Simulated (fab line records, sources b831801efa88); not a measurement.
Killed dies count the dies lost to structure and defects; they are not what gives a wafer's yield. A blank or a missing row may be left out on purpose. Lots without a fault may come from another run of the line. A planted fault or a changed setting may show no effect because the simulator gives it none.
A lot that was struck, set against a sound lot | flow gf180mcu | 17 steps out of a route of 602
Sound: the wafers L702.1, L702.2, L702.6. Struck: wafer L716.3 (L716.4, L716.6, from the same lot, were not struck and are left out); the cause is given at the end.
At each step with rows: each side's tool, then ch and its chambers, then its first start. Under that, the readings that differ: sound wafers | struck wafers | difference of the means | sigmas: that difference in standard deviations of wafers without a fault.
alike: words and numbers the same on both sides, and readings whose means are apart by under 2 such deviations; not compared: readings that were withheld, readings missing a value for some wafer, numbers with overlapping values and no deviation given by the record, and bounds like >300 which may hide the same value.
A row with sigmas, a row that says differs or no value, or rows on one side alone: a step with any of these is where the two part. When numbers do not overlap yet have no deviation, they are printed without sigmas and do not part them. A reading missing from all wafers of one side parts the sides only when that side holds two or more wafers.

first, 3 steps without rows for these wafers: GF_V3_EXPOSE_11 (exposes mask Via3, target cd 260 nm); GF_V3_PEB_12 (peb time 90 s); GF_V3_DEVELOP_13 (develop time 60 s).
GF_V3_CD_MEAS_14 targets a cd of 260 nm.
  sound: cdSem-02 at day 22 17:39; struck: cdSem-02 at day 27 10:33
  alike: cdNm
GF_V3_OVL_MEAS_15:
  sound: overlay-01 at day 22 17:46; struck: overlay-02 at day 27 10:38
reading     | sound | struck | difference | sigmas
V3_OVL (nm) | 6 3 8 | -9     | -15        | -3
then, 1 step without rows for these wafers: GF_V3_ETCH_16 (etches BARC in N2/H2).
GF_V3_ETCH_17: etches SiO2 in C4F8/O2/Ar, stops on TiN, target depth 635 nm.
  sound on rieDiel-03 ch 2,3; struck on rieDiel-03 ch 3
  alike: oesProductAu
GF_V3_STRIP_18: strips in O2/N2.
  sound on plasmaAsher-04 ch 0,1, day 22 17:56; struck on plasmaAsher-01 ch 0, day 27 10:49
reading                  | sound       | struck | difference | sigmas
drypumpMotorCurrentA (A) | 5.8 5.2 5.2 | 6.4    | +1.0       | +2
  alike: heaterPowerW, oesProductAu
  not compared: rfHoursCounterH
then, 2 steps without rows for these wafers: GF_V3_STRIP_19 (strips in post etch residue remover, time 1200 s); GF_V3_CLEAN_20 (cleans in DIW).
GF_V3_SPUTTER_21: material Ti, target thk 15 nm, time 80.02 s.
  sound: pvdSputter-01 at day 22 18:53; struck: pvdSputter-02 at day 27 11:22
  alike: throttleValvePct
GF_V3_SPUTTER_22: material TiN, target thk 10 nm, time 40 s.
  sound: pvdSputter-01 at day 22 18:56; struck: pvdSputter-02 at day 27 11:25
  alike: throttleValvePct
GF_V3_CVD_23: deposits W, target thk 350 nm, time 104.9 s.
  sound on cvdW-01 ch 0,1, day 22 18:59; struck on cvdW-01 ch 1, day 27 11:30
reading                         | sound             | struck | difference | sigmas
model.W_of_V3_CVD_23.thkNm (nm) | 351.4 348.1 352.7 | 463.9  | +113.2     | 
  alike: heaterPowerW
GF_V3_RS_MEAS_24: measurement is done with a four-point probe.
  sound: filmMetro-01 at day 22 19:05; struck: filmMetro-01 at day 27 11:37
reading          | sound                | struck | difference | sigmas
V3_W_RS (ohm/sq) | 0.3260 0.3288 0.3250 | 0.2464 | -0.0802    | -30
GF_V3_THK_MEAS_25: measures by xrf.
  sound: filmMetro-01 at day 22 19:13; struck: filmMetro-01 at day 27 11:43
reading       | sound       | struck | difference | sigmas
V3_W_THK (nm) | 346 344 347 | 452    | +106       | +30
GF_V3_CMP_26: polishes, stops on SiO2, t overpolish 15 s, target thk 0 nm.
  sound on cmp-02 ch 1,2, day 22 19:23; struck on cmp-01 ch 3, day 27 11:46
reading             | sound          | struck | difference | sigmas
timeToEndpointS (s) | 85.5 84.5 85.3 | 118.7  | +33.6      | +12
  alike: motorCurrentA
GF_M4_SPUTTER_00: material Ti, target thk 37.5 nm, time 150 s.
  sound: pvdSputter-02 at day 22 19:41; struck: pvdSputter-02 at day 27 12:04
  alike: throttleValvePct

## WHERE THEY PART
Last at GF_V3_CMP_26 as far as this record goes, first at GF_V3_OVL_MEAS_15. Later steps at which nothing parts them and some readings are alike: GF_M4_SPUTTER_00.

WHY: the cause the simulator had injected
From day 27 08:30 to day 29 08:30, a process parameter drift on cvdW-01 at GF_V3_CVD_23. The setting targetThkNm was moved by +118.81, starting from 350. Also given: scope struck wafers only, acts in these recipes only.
